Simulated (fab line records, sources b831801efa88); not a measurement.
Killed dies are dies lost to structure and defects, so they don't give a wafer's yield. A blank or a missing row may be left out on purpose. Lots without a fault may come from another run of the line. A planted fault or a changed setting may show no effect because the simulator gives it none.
Which tool did it? | flow gf180mcu | 10 lots, 30 wafers sampled, at 6 steps of a route of 602

WHAT THE GAUGES READ, wafer by wafer
GF_V5_OVL_MEAS_15.
lot  | measured     | on         | V5_OVL (nm)
L329 | day 27 04:49 | overlay-02 | -13 -6 -10
L331 | day 27 20:14 | overlay-01 | -8 -8 -9
L332 | day 28 05:32 | overlay-01 | -14 -7 -8
L333 | day 28 12:48 | overlay-02 | 4 3 2
L337 | day 30 01:02 | overlay-02 | -8 5 0
L338 | day 30 08:28 | overlay-01 | -13 -12 -7
L347 | day 32 16:33 | overlay-01 | 0 8 0
L348 | day 32 19:45 | overlay-02 | 3 1 0
L349 | day 33 05:53 | overlay-02 | 7 3 4
L351 | day 33 14:54 | overlay-01 | -8 -13 -13

GF_V5_RS_MEAS_24: measures by four-point-probe.
lot  | measured     | on            | V5_W_RS (ohm/sq)
L329 | day 27 05:46 | film_metro-03 | 0.328 0.328 0.331
L331 | day 27 21:11 | film_metro-04 | 0.326 0.326 0.324
L332 | day 28 06:29 | film_metro-02 | 0.325 0.325 0.322
L333 | day 28 13:45 | film_metro-02 | 0.334 0.334 0.336
L337 | day 30 01:59 | film_metro-02 | 0.505 0.326 0.329 0.505 0.325 0.329
L338 | day 30 09:25 | film_metro-03 | 0.496 0.330 0.511 0.497 0.330 0.512
L347 | day 32 17:31 | film_metro-02 | 0.328 0.336 0.331
L348 | day 32 20:50 | film_metro-03 | 0.321 0.331 0.328
L349 | day 33 06:56 | film_metro-03 | 0.338 0.338 0.337
L351 | day 33 15:55 | film_metro-02 | 0.332 0.329 0.328

GF_V5_THK_MEAS_25: measures by xrf.
lot  | measured     | on            | V5_W_THK (nm)
L329 | day 27 05:52 | film_metro-03 | 360 359 356
L331 | day 27 21:18 | film_metro-04 | 353 356 356
L332 | day 28 06:36 | film_metro-02 | 356 358 360
L333 | day 28 13:52 | film_metro-02 | 346 349 344
L337 | day 30 08:41 | film_metro-02 | 231 360 355 231 360 357
L338 | day 30 12:45 | film_metro-03 | 240 362 233 239 363 233
L347 | day 32 17:37 | film_metro-02 | 355 349 351
L348 | day 32 20:56 | film_metro-03 | 373 361 362
L349 | day 33 07:03 | film_metro-03 | 359 356 357
L351 | day 33 16:02 | film_metro-02 | 351 355 355

WHICH TOOL RAN EACH LOT (tool, then ch and the chambers of the sampled wafers, then the start)
lot  | GF_MIM_SPUTTER_02            | GF_V5_STRIP_18                       | GF_V5_CVD_23
L329 | pvd_sputter-02, day 24 12:27 | plasma_asher-04 ch 0,1, day 27 05:01 | cvd_w-01 ch 0,1, day 27 05:40
L331 | pvd_sputter-02, day 25 03:50 | plasma_asher-02 ch 0,1, day 27 20:25 | cvd_w-01 ch 0,1, day 27 21:04
L332 | pvd_sputter-04, day 25 14:53 | plasma_asher-01 ch 0, day 28 05:43   | cvd_w-01 ch 0,1, day 28 06:21
L333 | pvd_sputter-03, day 25 23:07 | plasma_asher-02 ch 0,1, day 28 12:59 | cvd_w-02 ch 0,1, day 28 13:37
L337 | pvd_sputter-02, day 27 14:04 | plasma_asher-02 ch 0,1, day 30 01:13 | cvd_w-01 ch 0,1, day 30 01:51
L338 | pvd_sputter-04, day 27 20:38 | plasma_asher-01 ch 0, day 30 08:39   | cvd_w-01 ch 0,1, day 30 09:17
L347 | pvd_sputter-02, day 30 10:36 | plasma_asher-02 ch 0,1, day 32 16:46 | cvd_w-02 ch 0,1, day 32 17:24
L348 | pvd_sputter-02, day 30 14:08 | plasma_asher-04 ch 0,1, day 32 19:58 | cvd_w-01 ch 0,1, day 32 20:43
L349 | pvd_sputter-02, day 31 01:29 | plasma_asher-04 ch 0,1, day 33 06:04 | cvd_w-02 ch 1, day 33 06:44
L351 | pvd_sputter-03, day 31 11:50 | plasma_asher-01 ch 0,1, day 33 15:05 | cvd_w-02 ch 0,1, day 33 15:49
- GF_MIM_SPUTTER_02: material AlCu, target thk 450 nm, time 23.9 s.
- GF_V5_STRIP_18: strips in O2/N2.
- GF_V5_CVD_23: deposits W, target thk 350 nm, time 104.9 s.

WHAT THE TOOLS THEMSELVES READ (means of the sampled wafers that have a number; where no wafer has one, the mark that the record gives instead)
GF_MIM_SPUTTER_02.
lot  | tool           | cathode_dc_power_W (W) | throttle_valve_pct (%)
L329 | pvd_sputter-02 | 10600                  | 30.3
L331 | pvd_sputter-02 | 10599                  | 30.2
L332 | pvd_sputter-04 | 10600                  | 30.0
L333 | pvd_sputter-03 | 10600                  | 29.9
L337 | pvd_sputter-02 | 10602                  | 29.9
L338 | pvd_sputter-04 | 10599                  | 30.0
L347 | pvd_sputter-02 | 10602                  | 30.5
L348 | pvd_sputter-02 | 10601                  | 30.9
L349 | pvd_sputter-02 | 10601                  | 30.7
L351 | pvd_sputter-03 | 10597                  | 29.8

GF_V5_STRIP_18.
lot  | tool            | drypump_motor_current_A (A) | heater_power_w (W) | o2_flow_sccm (sccm) | oes_product_au (a.u.) | platen_temp_c (C)
L329 | plasma_asher-04 | 5.94                        | 293                | 2997                | 0.569                 | 249.86
L331 | plasma_asher-02 | 5.74                        | 323                | 3000                | 0.568                 | 250.01
L332 | plasma_asher-01 | 5.92                        | 503                | 3009                | 0.568                 | 250.14
L333 | plasma_asher-02 | 5.59                        | 330                | 3002                | 0.571                 | 249.84
L337 | plasma_asher-02 | 5.58                        | 324                | 2999                | 0.569                 | 249.94
L338 | plasma_asher-01 | 5.92                        | 507                | 2993                | 0.563                 | 250.05
L347 | plasma_asher-02 | 5.57                        | 329                | 3000                | 0.567                 | 249.94
L348 | plasma_asher-04 | 5.97                        | 294                | 2991                | 0.569                 | 250.09
L349 | plasma_asher-04 | 5.91                        | 296                | 2996                | 0.568                 | 250.09
L351 | plasma_asher-01 | 5.85                        | 456                | 2999                | 0.568                 | 250.01

GF_V5_CVD_23.
lot  | tool     | chamber_pressure_Torr (Torr) | heater_power_w (W)
L329 | cvd_w-01 | 40.02                        | 772
L331 | cvd_w-01 | 39.98                        | 759
L332 | cvd_w-01 | 39.99                        | 766
L333 | cvd_w-02 | 40.06                        | 901
L337 | cvd_w-01 | 32.52                        | 777
L338 | cvd_w-01 | 25.13                        | 811
L347 | cvd_w-02 | 40.09                        | 902
L348 | cvd_w-01 | 40.05                        | 811
L349 | cvd_w-02 | 40.05                        | 899
L351 | cvd_w-02 | 40.05                        | 901

THE ANSWER, worked out from the rows above alone
Rule: what is usual is taken from the lots themselves. Put in order of their means at a reading, lots are off if they are a third of the lots or fewer, leave a main group of 4 or more, and stand apart from it by a gap of 3 or more times the standard deviation of the main group's means; of several such gaps the widest counts. A main group whose means are all the same, to the digits that the tables above print for the reading, isn't used. A lot without any number at a reading at which 4 lots or more have one is off too. The other lots that the step has rows for count as sound. The gauges are gone through in route order, then the tools' own readings, and for those a lot's mean is taken as printed above. The first step at which some lot is off is used, and at that step the reading that is off furthest; a lot without a number counts as furthest.
Off: L337, L338, at GF_V5_RS_MEAS_24 (V5_W_RS). The main group: mean 0.330 ohm/sq, standard deviation 0.0044.
A tool fits if, at a process step before that reading, it ran every lot that is off, and no sound lot after the first of them. The gauges at GF_V5_RS_MEAS_24 aren't tried: what is off there is off at GF_V5_CVD_23 too, on other tools, and a gauge's error can't cause that. None of those tried fits.

WHAT THE SIMULATOR HAD PUT IN
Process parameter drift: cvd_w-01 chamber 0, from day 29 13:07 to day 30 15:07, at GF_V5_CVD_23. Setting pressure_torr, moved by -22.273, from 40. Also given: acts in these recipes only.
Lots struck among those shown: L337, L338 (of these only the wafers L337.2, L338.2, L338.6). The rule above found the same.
